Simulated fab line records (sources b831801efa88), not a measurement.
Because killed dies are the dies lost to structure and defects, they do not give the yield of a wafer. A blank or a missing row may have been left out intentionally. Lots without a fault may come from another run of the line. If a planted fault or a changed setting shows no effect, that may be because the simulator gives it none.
fab line records | flow sfqLine | part 2 of 2: steps 30 to 38 of 38
[record] lots = 5 wafers = 15 lastDay = 87
route steps=325 shown R5@227 I5@228 C5@240 M6@251
lots that met no fault: taken from a fault-free run of the same line
startH: start of the lot's first displayed wafer, in hours after the record's first day | waitH: hours elapsed since this lot's preceding step | " unchanged from the row above | L1.1+2: a row that stands for several wafers | - no value, or no start given | * or withheld: withheld | < > ~ a bound
route shown NAME@n: names a module that has steps shown in the file, with the first one's number in the route | usual: the fault-free wafers' mean and standard deviation | same: alike in all rows | chamber/n: place in a boat | sites: the reading at each site | _std_site: standard deviation of those values | _edge_site: inner sites' mean taken away from outer sites' mean | radiusMm: how far each site lies from the wafer's centre | mask NAME#n: copy n | behind: the last tool/chamber to shape the wafer | hold: cause of the lot's hold/its duration in hours/its outcome | device: the transistor (n, p or np) that didn't switch | end of line: the tests these same wafers got at the end of their route | step lacking rows: just its recipe | killed: the dies lost at the first sort to structure and to defects; this is not the yield of the wafer | map: a wafer's dies, x killed, . not, _ none there
set.NAME: the setting the step ran with; set.NAME@STEP: the setting that earlier step ran with | model.NAME: the simulator's own value behind a step, which no gauge read
a table for each step, a row for each wafer; lots at some steps of the route
services: the hour from which a tool's chamber was out of use, counted from the record's first day as startH (under 0 if before that day), plus the number of hours and why
[[steps]]
[step SFQ_TRILAYER_M6_LITHO_SOFTBAKE_163]
[recipe] tempC = withheld timeS = withheld resist = KrF
// columns lot.wafer tool chamber startH waitH
L076.4+5+6 lithoTrack-03 0 1773.54 0.2
L079.1+5+6 lithoTrack-01 0 1781.55 0.2
L085.2+3+5 lithoTrack-01 0 1795.74 0.2
L088.1+3+4 lithoTrack-04 0 1801.37 0.2
L091.2+4+5 lithoTrack-03 0 1971.01 0.2
[step SFQ_TRILAYER_M6_LITHO_EXPOSE_160]
[recipe] maskId = M6 na = 0.6 sourceShape = conventional sigmaOuter = 0.65 targetCdNm = 500 doseMj = 14.4
// columns lot.wafer tool chamber startH waitH mask
L076.4+5+6 krfScanner-01 0 1867.67 - M6#0
L079.1+5+6 krfScanner-02 0 1875.01 - M6#0
L085.2+3+5 krfScanner-02 0 1888.41 - M6#0
L088.1+3+4 krfScanner-01 0 1896.74 - M6#0
L091.2+4+5 krfScanner-01 0 1971.34 - M6#0
[step SFQ_TRILAYER_M6_LITHO_PEB_162]
[recipe] pebTempC = 115 pebTimeS = 60 resist = KrF
// columns lot.wafer tool chamber startH waitH
L076.4+5+6 lithoTrack-04 0 1868.35 0.5
L079.1+5+6 lithoTrack-01 0 1876.21 1.0
L085.2+3+5 lithoTrack-04 0 1889.44 0.8
L088.1+3+4 lithoTrack-03 0 1897.94 1.0
L091.2+4+5 lithoTrack-01 0 1972.41 0.9
[step SFQ_TRILAYER_M6_LITHO_DEVELOP_161]
[recipe] timeS = 60 resist = KrF
// columns lot.wafer tool chamber startH waitH
L076.4+5+6 lithoTrack-04 0 1868.50 0.1
L079.1+5+6 lithoTrack-01 0 1876.36 0.1
L085.2+3+5 lithoTrack-04 0 1889.59 0.1
L088.1+3+4 lithoTrack-03 0 1898.09 0.1
L091.2+4+5 lithoTrack-01 0 1972.56 0.1
[step SFQ_M6_OVL_MEAS_940]
[usual] M6_OVL = -2/6.4
// columns lot.wafer tool chamber startH waitH M6_OVL[nm]
L076.4 overlay-02 - 1868.59 0.1 -9
L076.5 " - " " 0
L076.6 " - " " 4
L079.1 overlay-02 - 1876.51 0.1 -8
L079.5 " - " " 2
L079.6 " - " " -3
L085.2 overlay-01 - 1889.72 0.1 8
L085.3 " - " " 0
L085.5 " - " " 0
L088.1 overlay-02 - 1898.24 0.1 -2
L088.3 " - " " 0
L088.4 " - " " -5
L091.2 overlay-01 - 1972.70 0.1 -6
L091.4 " - " " -4
L091.5 " - " " -8
[step SFQ_TRILAYER_M6_BARC_OPEN_METAL_ETCH_206]
[recipe] maskMaterial = PR chemistry = O2 targetDepthNm = 125 target = BARC icpW = 600 biasW = 80 pressureMtorr = 10 timeS = 41.7
[usual] chamberPressureMTorr = 10.001/0.017 drypumpMotorCurrentA = 5.72/0.19 oesProductAu = 0.685/0.0044 rfFwdPowerW = 593.7/2
// columns lot.wafer tool chamber startH waitH chamberPressureMTorr drypumpMotorCurrentA oesProductAu rfFwdPowerW rfHoursCounterH
L076.4 rieMetal-01 1 1868.63 0.0 10.006 5.70 0.683 593.3 -
L076.5 " 0 " " 9.994 5.84 0.686 592.9 -
L076.6 " 1 " " 9.998 5.74 0.691 592.2 -
L079.1 rieMetal-01 1 1876.55 0.0 9.994 5.70 0.684 594.9 92
L079.5 " 0 " " 9.988 5.81 0.688 591.1 -
L079.6 " 1 " " 9.996 5.71 0.681 592.5 -
L085.2 rieMetal-03 1 1889.75 0.0 10.005 5.35 0.696 591.8 66
L085.3 " 0 " " 9.982 5.58 0.684 592.8 -
L085.5 " 0 " " 10.002 5.61 0.688 591.3 -
L088.1 rieMetal-02 0 1898.27 0.0 9.987 5.98 0.685 595.4 45
L088.3 " 1 " " 9.982 5.75 0.682 593.6 -
L088.4 " 0 " " 10.005 6.00 0.684 593.4 -
L091.2 rieMetal-03 0 1972.73 0.0 9.995 5.61 0.686 592.5 59
L091.4 " 1 " " 9.999 5.32 0.683 593.5 -
L091.5 " 0 " " 9.997 5.59 0.687 590.8 -
[step SFQ_TRILAYER_M6_ETCH_METAL_ETCH_162]
[recipe] target = Nb stopOn = SiO2 maskMaterial = PR chemistry = Cl2/Ar targetDepthNm = 240 icpW = 600 biasW = 80 pressureMtorr = 10 timeS = 120
[usual] chamberPressureMTorr = 9.999/0.009 drypumpMotorCurrentA = 5.72/0.19 oesProductAu = 0.897/0.007 rfFwdPowerW = 597.2/1.9
// columns lot.wafer tool chamber startH waitH chamberPressureMTorr drypumpMotorCurrentA oesProductAu rfFwdPowerW rfHoursCounterH
L076.4 rieMetal-01 1 1868.71 0.1 9.982 5.73 0.897 597.8 -
L076.5 " 0 " " 10.007 5.79 0.892 593.8 -
L076.6 " 1 " " 9.988 5.69 0.894 597.5 -
L079.1 rieMetal-01 1 1876.61 0.0 9.985 5.71 0.891 595.5 92
L079.5 " 0 " " 10.016 5.83 0.887 596.8 -
L079.6 " 1 " " 10.009 5.70 0.882 598.1 -
L085.2 rieMetal-03 1 1889.81 0.0 9.997 5.31 0.894 597.0 66
L085.3 " 0 " " 10.003 5.62 0.896 598.0 -
L085.5 " 0 " " 10.006 5.59 0.892 596.6 -
L088.1 rieMetal-02 0 1898.33 0.0 9.994 6.00 0.889 595.9 45
L088.3 " 1 " " 9.997 5.79 0.882 597.0 -
L088.4 " 0 " " 10.003 5.99 0.886 599.6 -
L091.2 rieMetal-03 0 1972.79 0.0 9.998 5.57 0.892 595.7 59
L091.4 " 1 " " 9.990 5.32 0.887 596.9 -
L091.5 " 0 " " 10.007 5.60 0.894 596.5 -
[step SFQ_TRILAYER_M6_STRIP_STRIP_163]
[recipe] gas = O2 powerW = 200 platenTempC = 40 overashFraction = 0.65 chemistry = O2 pressureMtorr = 50
[usual] chamberPressureMTorr = 49.99/0.042 drypumpMotorCurrentA = 5.73/0.2 oesProductAu = 1.002/0.0081
// columns lot.wafer tool chamber startH waitH chamberPressureMTorr drypumpMotorCurrentA oesProductAu rfHoursCounterH
L076.4 rieMetal-01 1 1868.99 0.2 50.02 5.70 1.003 -
L076.5 " 0 " " 49.89 5.81 1.011 -
L076.6 " 1 " " 49.95 5.70 1.005 -
L079.1 rieMetal-01 1 1876.73 0.1 50.03 5.71 0.999 92
L079.5 " 0 " " 49.95 5.81 1.005 -
L079.6 " 1 " " 50.04 5.74 0.998 -
L085.2 rieMetal-03 1 1889.93 0.1 50.03 5.30 1.003 66
L085.3 " 0 " " 50.01 5.58 1.006 -
L085.5 " 0 " " 50.00 5.61 1.009 -
L088.1 rieMetal-02 0 1898.46 0.1 49.98 6.03 0.995 45
L088.3 " 1 " " 49.97 5.73 1.003 -
L088.4 " 0 " " 49.98 5.99 0.986 -
L091.2 rieMetal-03 0 1972.91 0.1 49.99 5.60 1.007 59
L091.4 " 1 " " 49.96 5.29 1.004 -
L091.5 " 0 " " 49.96 5.62 1.008 -
[step SFQ_TRILAYER_M6_STRIP_SOLV_CLEAN_164]
[recipe] chemistry = NMP tempC = 70 timeS = 600
// columns lot.wafer tool chamber startH waitH
L076.4+5+6 wetBench-03 3,7,6 1869.39 0.2
L079.1+5+6 wetBench-02 6,2,5 1877.33 0.4
L085.2+3+5 wetBench-01 1,0,2 1890.53 0.4
L088.1+3+4 wetBench-03 4,2,3 1899.06 0.4
L091.2+4+5 wetBench-02 1,7,5 1973.51 0.4
[[services]]
// columns tool chamber startH hours kind
rieDiel-04 0 1753.81 6.9 repair
rieDiel-04 2 1758.50 37.5 repair
krfScanner-02 - 1765.05 1.3 pm
rieMetal-01 - 1767.01 1.8 repair
rieMetal-03 - 1796.92 0.3 repair
rieDiel-04 - 1808.57 0.4 repair
krfScanner-02 - 1817.47 1.1 repair
rieDiel-04 3 1836.65 1.6 repair
krfScanner-02 - 1838.15 15.3 repair
wetBench-03 - 1845.89 4.4 pm
rieMetal-01 - 1850.55 1.1 repair
krfScanner-02 - 1853.46 4.4 pm
rieMetal-02 1 1859.19 11.2 repair
rieDiel-01 1 1867.38 5.9 repair
rieMetal-03 - 1873.90 2.8 pm
rieDiel-04 - 1875.12 14.6 pm
krfScanner-02 - 1889.41 1.0 pm
wetBench-02 - 1919.55 4.8 repair
rieDiel-04 0 1928.38 4.9 repair
rieMetal-03 0 1931.39 4.8 repair
krfScanner-02 - 1932.16 0.3 repair
rieDiel-04 2 1938.07 8.6 repair
krfScanner-02 - 1939.89 1.3 pm
krfScanner-02 - 1942.71 0.8 pm
